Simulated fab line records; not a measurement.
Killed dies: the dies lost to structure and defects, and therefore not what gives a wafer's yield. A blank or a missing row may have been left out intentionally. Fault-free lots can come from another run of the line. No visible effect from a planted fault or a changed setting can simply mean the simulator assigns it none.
fab line records	flow sfqLine
[record] lots = 6	wafers = 18	lastDay = 91
route steps=325 shown M6@265 I6@266
lots that met no fault: taken from a fault-free run of the same line
startH: the number of hours between the record's first day and the start of the first shown wafer of the lot	waitH: time in hours since the lot's previous step	" repeats the value in the row above	L1.1+2: several wafers, shown together as one row	- no value, or no start given	* or withheld: withheld	< > ~ a bound
route shown NAME@n: NAME is a module with steps in the file, n the number in the route of the first one	usual: mean and standard deviation over wafers with no fault	same: alike in all rows	chamber/n: place in a boat	sites: per-site readings	_std_site: how widely they spread, as a standard deviation	_edge_site: inner sites' mean taken away from outer sites' mean	radiusMm: how far each site lies from the wafer's centre	mask NAME#n: copy n	behind: the most recent tool/chamber to have shaped the wafer	hold: what put the lot on hold/how long, in hours/how the hold closed	device: transistor that didn't switch, given as n, p or np	end of line: at the end of the route, the tests of the same wafers	where a step has no rows: the recipe by itself	killed: not the wafer's yield, but the dies lost to structure and defects at the first sort	map: shows each die of a wafer: x if killed, . if not, _ if none is there
set.NAME: setting as actually run; set.NAME@STEP: the setting as run at that earlier step	model.NAME: the simulator's own value behind a step, which no gauge read
certain route steps with their lots: each step a table, each wafer a row
services: a tool's chamber out of use, with start hour (startH, from the record's first day; less than 0 if before it), hours out, and reason
[[steps]]
[step SFQ_TRILAYER_M6_STRIP_SOLV_CLEAN_164]
[recipe] chemistry = NMP	tempC = 70	timeS = 600
[step SFQ_TRILAYER_I6_DEP_PECVD_165]
[recipe] material = SiO2	tempC = 150	timeS = 111.11	pressureTorr = 2.4	rfW = 183.3	precursor = SiH4/N2O	targetThkNm = 500
[usual] heaterPowerW = 83/13	throttleValvePct = 24.0/1.6
lot.wafer	tool	chamber	startH	waitH	heaterPowerW	throttleValvePct
L913.1	pecvd-04	1	1792.69	0.0	83	22.1
L913.5	"	2	"	"	81	22.0
L913.6	"	1	"	"	87	22.3
L914.4	pecvd-01	1	1793.94	0.0	76	24.6
L914.5	"	2	"	"	100	25.0
L914.6	"	0	"	"	83	25.5
L920.3	pecvd-01	2	1854.86	0.0	109	25.6
L920.5	"	1	"	"	63	24.6
L920.6	"	2	"	"	110	25.2
L922.2	pecvd-03	1	1860.86	0.0	86	25.4
L922.3	"	0	"	"	77	25.3
L922.5	"	1	"	"	71	26.1
L924.2	pecvd-03	0	1868.24	0.0	92	25.3
L924.4	"	1	"	"	83	26.0
L924.5	"	0	"	"	75	25.1
L927.1	pecvd-04	1	1891.79	0.0	90	22.4
L927.4	"	2	"	"	81	21.7
L927.5	"	0	"	"	79	23.4
[step SFQ_TRILAYER_I6_CMP_CMP_166]
[recipe] material = SiO2	downForcePsi = 3	platenRpm = 60	padVelocityMS = 0.94248
[usual] motorCurrentA = 10.1/1.4	retainingRingPressureFrac = 1.001/0.0046	timeToEndpointS = 213/7.9
lot.wafer	tool	chamber	startH	waitH	motorCurrentA	retainingRingPressureFrac	timeToEndpointS
L914.4	cmp-02	2	1802.87	8.9	11.4	1.001	215
L914.5	"	2	1804.87	10.9	11.1	0.996	214
L914.6	"	3	"	"	8.8	1.000	209
L913.1	cmp-01	2	1803.25	10.5	10.3	1.003	217
L913.6	"	1	1804.75	12.0	7.1	0.995	240
L913.5	"	2	"	"	10.2	1.007	217
L920.3	cmp-01	3	1855.94	1.0	9.8	1.009	199
L920.5	"	1	1856.94	2.0	7.9	1.002	217
L920.6	"	2	"	"	10.1	0.991	211
L922.2	cmp-02	3	1861.44	0.5	9.0	1.003	209
L922.3	"	0	"	"	10.3	1.005	213
L922.5	"	2	1862.94	2.0	12.0	0.998	223
L924.2	cmp-01	2	1870.20	1.9	10.2	1.006	210
L924.4	"	3	"	"	10.2	1.007	214
L924.5	"	2	1872.20	3.9	10.6	1.010	211
L927.4	cmp-02	0	1892.37	0.5	10.3	0.997	213
L927.1	"	1	"	"	10.1	0.997	208
L927.5	"	0	1894.37	2.5	10.9	0.996	216
[step SFQ_I6_BOW_MEAS_941]
[recipe] mode = bow
[usual] I6_BOW = 8/9
lot.wafer	tool	chamber	startH	waitH	I6_BOW[um]
L913.1	filmMetro-04	-	1805.75	2.0	6
L913.5	"	-	"	"	16
L913.6	"	-	"	"	11
L914.4	filmMetro-02	-	1805.93	2.6	23
L914.5	"	-	"	"	14
L914.6	"	-	"	"	22
L920.3	filmMetro-01	-	1857.98	1.5	14
L920.5	"	-	"	"	7
L920.6	"	-	"	"	12
L922.2	filmMetro-04	-	1863.96	2.0	12
L922.3	"	-	"	"	24
L922.5	"	-	"	"	17
L924.2	filmMetro-01	-	1872.72	2.0	9
L924.4	"	-	"	"	16
L924.5	"	-	"	"	17
L927.1	filmMetro-02	-	1894.87	1.5	6
L927.4	"	-	"	"	4
L927.5	"	-	"	"	8
[step SFQ_TRILAYER_I6_METRO_MEASURE_167]
[usual] thkNm = 199.6/1.3
lot.wafer	tool	chamber	startH	waitH	thkNm
L913.1	filmMetro-04	-	1805.87	0.1	199.6
L913.5	"	-	"	"	200.6
L913.6	"	-	"	"	202.3
L914.4	filmMetro-02	-	1806.59	0.6	199.3
L914.5	"	-	"	"	199.0
L914.6	"	-	"	"	197.6
L920.3	filmMetro-01	-	1858.46	0.5	199.0
L920.5	"	-	"	"	202.1
L920.6	"	-	"	"	199.8
L922.2	filmMetro-04	-	1864.26	0.3	198.5
L922.3	"	-	"	"	199.5
L922.5	"	-	"	"	199.5
L924.2	filmMetro-01	-	1873.02	0.3	198.7
L924.4	"	-	"	"	198.8
L924.5	"	-	"	"	198.9
L927.1	filmMetro-02	-	1894.99	0.1	199.9
L927.4	"	-	"	"	199.5
L927.5	"	-	"	"	199.5
[step SFQ_TRILAYER_I6_VIA_LITHO_COAT_174]
[recipe] resist = BARC	spinRpm = 3000	resistThkNm = 62
[step SFQ_TRILAYER_I6_VIA_LITHO_COAT_169]
[recipe] resist = KrF	spinRpm = 3000	resistThkNm = 650
[step SFQ_TRILAYER_I6_VIA_LITHO_SOFTBAKE_173]
[recipe] tempC = withheld	timeS = withheld	resist = KrF
[step SFQ_TRILAYER_I6_VIA_LITHO_EXPOSE_170]
[recipe] maskId = I6	na = 0.6	sourceShape = conventional	sigmaOuter = 0.65	targetCdNm = 700	doseMj = 21.3
[step SFQ_TRILAYER_I6_VIA_LITHO_PEB_172]
[recipe] pebTempC = 115	pebTimeS = 60	resist = KrF
[step SFQ_TRILAYER_I6_VIA_LITHO_DEVELOP_171]
[recipe] timeS = 60	resist = KrF
[step SFQ_I6_OVL_MEAS_942]
[usual] I6_OVL = -1/6.1
lot.wafer	tool	chamber	startH	waitH	I6_OVL[nm]
L913.1	overlay-02	-	1902.50	0.1	-1
L913.5	"	-	"	"	1
L913.6	"	-	"	"	2
L914.4	overlay-02	-	1903.72	0.1	-6
L914.5	"	-	"	"	-4
L914.6	"	-	"	"	-5
L920.3	overlay-01	-	1944.63	0.1	-1
L920.5	"	-	"	"	0
L920.6	"	-	"	"	-4
L922.2	overlay-02	-	1951.82	0.1	-3
L922.3	"	-	"	"	9
L922.5	"	-	"	"	5
L924.2	overlay-01	-	1960.22	0.1	-7
L924.4	"	-	"	"	-10
L924.5	"	-	"	"	-2
L927.1	overlay-01	-	1997.67	0.1	3
L927.4	"	-	"	"	1
L927.5	"	-	"	"	0
[step SFQ_TRILAYER_I6_VIA_BARC_OPEN_VIA_ETCH_235]
[recipe] maskMaterial = PR	chemistry = O2	targetDepthNm = 125	target = BARC	sourceW = 500	biasW = 80	pressureMtorr = 30	timeS = 41.7
[usual] drypumpMotorCurrentA = 5.7/0.41	oesProductAu = 0.686/0.0048
lot.wafer	tool	chamber	startH	waitH	drypumpMotorCurrentA	oesProductAu	rfHoursCounterH	model.KrF_of_TRILAYER_I6_VIA_LITHO_COAT_169.thkNm
L913.1	rieDiel-04	3	1902.54	0.0	5.7	0.683	16	574.8
L913.5	"	3	"	"	5.7	0.681	-	574
L913.6	"	2	"	"	5.4	0.687	-	574.7
L914.4	rieDiel-02	0	1903.74	0.0	5.9	0.687	19	574
L914.5	"	1	"	"	5.4	0.686	-	573.8
L914.6	"	0	"	"	5.8	0.695	-	574.1
L920.3	rieDiel-04	2	1944.65	0.0	5.4	0.693	7	570.5
L920.5	"	3	"	"	5.7	0.690	-	571.9
L920.6	"	2	"	"	5.4	0.689	-	572
L922.2	rieDiel-02	0	1951.85	0.0	5.9	0.691	0	553
L922.3	"	1	"	"	5.4	0.683	15	572
L922.5	"	1	"	"	5.4	0.686	-	572.2
L924.2	rieDiel-02	2	1960.25	0.0	5.7	0.695	3	556.3
L924.4	"	3	"	"	6.4	0.692	6	558.5
L924.5	"	3	"	"	6.5	0.692	-	576.5
L927.1	rieDiel-01	0	1997.70	0.0	6.4	0.682	3	574.8
L927.4	"	1	"	"	4.9	0.687	16	573.7
L927.5	"	2	"	"	5.8	0.685	-	574.7
[step SFQ_TRILAYER_I6_VIA_ETCH_VIA_ETCH_172]
[recipe] target = SiO2	stopOn = Nb	maskMaterial = PR	taperDeg = 20	chemistry = CHF3	targetDepthNm = 260	sourceW = 500	biasW = 80	pressureMtorr = 30	timeS = withheld
[usual] drypumpMotorCurrentA = 5.7/0.41	oesProductAu = 0.854/0.0057
lot.wafer	tool	chamber	startH	waitH	drypumpMotorCurrentA	oesProductAu	model.KrF_of_TRILAYER_I6_VIA_LITHO_COAT_169.thkNm
L913.1	rieDiel-04	3	1902.58	0.0	5.7	0.847	529.8
L913.5	"	3	"	"	5.7	0.851	528.7
L913.6	"	2	"	"	5.4	0.860	529.4
L914.4	rieDiel-02	0	1903.78	0.0	5.9	0.853	529.5
L914.5	"	1	"	"	5.4	0.854	529.3
L914.6	"	0	"	"	5.9	0.850	529.9
L920.3	rieDiel-04	2	1944.69	0.0	5.4	0.860	524.4
L920.5	"	3	"	"	5.7	0.855	526.6
L920.6	"	2	"	"	5.4	0.860	526.3
L922.2	rieDiel-02	0	1951.89	0.0	5.9	0.851	509
L922.3	"	1	"	"	5.4	0.848	527.5
L922.5	"	1	"	"	5.4	0.852	527.8
L924.2	rieDiel-02	2	1960.29	0.0	5.7	0.852	510.7
L924.4	"	3	"	"	6.4	0.842	514.7
L924.5	"	3	"	"	6.4	0.854	532.8
L927.1	rieDiel-01	1	1997.74	0.0	4.9	0.861	529.4
L927.4	"	0	"	"	6.4	0.851	527.6
L927.5	"	1	"	"	4.9	0.853	529.6
[step SFQ_TRILAYER_I6_VIA_STRIP_STRIP_173]
[recipe] gas = O2	powerW = 200	platenTempC = 40	overashFraction = 0.65	chemistry = O2	pressureMtorr = 50
[usual] drypumpMotorCurrentA = 5.3/0.42	oesProductAu = 1.000/0.0079
lot.wafer	tool	chamber	startH	waitH	drypumpMotorCurrentA	oesProductAu	rfHoursCounterH
L913.1	rieMetal-01	1	1902.69	-	5.0	0.990	117
L913.5	"	1	"	"	5.0	0.988	-
L913.6	"	0	"	"	5.8	0.984	-
L914.4	rieMetal-01	0	1904.09	-	5.8	1.008	-
L914.5	"	0	"	"	5.8	0.999	-
L914.6	"	1	"	"	5.0	0.997	-
L920.3	rieMetal-01	0	1945.01	-	5.8	1.001	-
L920.5	"	1	"	"	5.0	0.984	-
L920.6	"	0	"	"	5.9	0.999	-
L922.2	rieMetal-03	0	1952.01	-	5.7	1.013	60
L922.3	"	0	"	"	5.6	0.999	-
L922.5	"	1	"	"	4.9	1.006	-
L924.2	rieMetal-03	1	1960.41	-	4.9	1.000	62
L924.4	"	0	"	"	5.6	1.001	-
L924.5	"	1	"	"	4.9	1.002	-
L927.1	rieMetal-03	1	1997.86	-	4.9	0.997	67
L927.4	"	1	"	"	4.9	0.997	-
L927.5	"	1	"	"	4.9	0.998	-
[[services]]
tool	chamber	startH	hours	kind
cmp-01	-	1773.87	4.0	pm
filmMetro-02	-	1773.99	1.0	pm
filmMetro-01	-	1776.86	1.4	pm
pecvd-04	-	1777.69	14.6	pm
pecvd-01	-	1781.62	1.8	repair
filmMetro-01	-	1786.28	1.4	pm
rieDiel-02	-	1803.98	16.0	repair
cmp-01	-	1811.99	0.3	repair
pecvd-04	-	1829.05	6.0	pm
cmp-01	-	1829.83	0.4	repair
pecvd-04	-	1836.09	0.3	repair
filmMetro-02	-	1847.18	1.2	pm
cmp-02	-	1852.95	0.7	repair
rieDiel-01	3	1862.35	22.7	repair
filmMetro-01	-	1865.78	0.4	pm
cmp-02	-	1867.54	5.2	repair
cmp-02	-	1888.76	0.2	repair
rieDiel-04	3	1909.10	5.5	repair
cmp-02	-	1948.54	4.0	pm
cmp-02	-	1949.30	1.3	repair
rieMetal-01	0	1952.70	18.8	repair
rieDiel-04	-	1955.54	14.6	pm
cmp-02	-	1972.42	2.0	repair
rieMetal-01	-	1987.90	0.8	repair
[[key]]
firstSign none at tools or gauges
[modelEffect] step = SFQ_TRILAYER_I6_VIA_BARC_OPEN_VIA_ETCH_235	value = KrF_of_TRILAYER_I6_VIA_LITHO_COAT_169.thkNm	without = 573.9	struck = 555.9
[modelEffect] step = SFQ_TRILAYER_I6_VIA_ETCH_VIA_ETCH_172	value = KrF_of_TRILAYER_I6_VIA_LITHO_COAT_169.thkNm	without = 529.5	struck = 511.5
metAt SFQ_TRILAYER_I6_VIA_BARC_OPEN_VIA_ETCH_235
struckWafers L922.2,L924.2,L924.4
onsetBetween 1903.74 1951.85
[fault] kind = processParameterDrift	tool = rieDiel-02	chamber = -	onsetH = 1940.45	steps = SFQ_TRILAYER_I6_VIA_BARC_OPEN_VIA_ETCH_235	channel = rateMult	offset = 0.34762	shape = step	endH = 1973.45	scope = struckWafersOnly
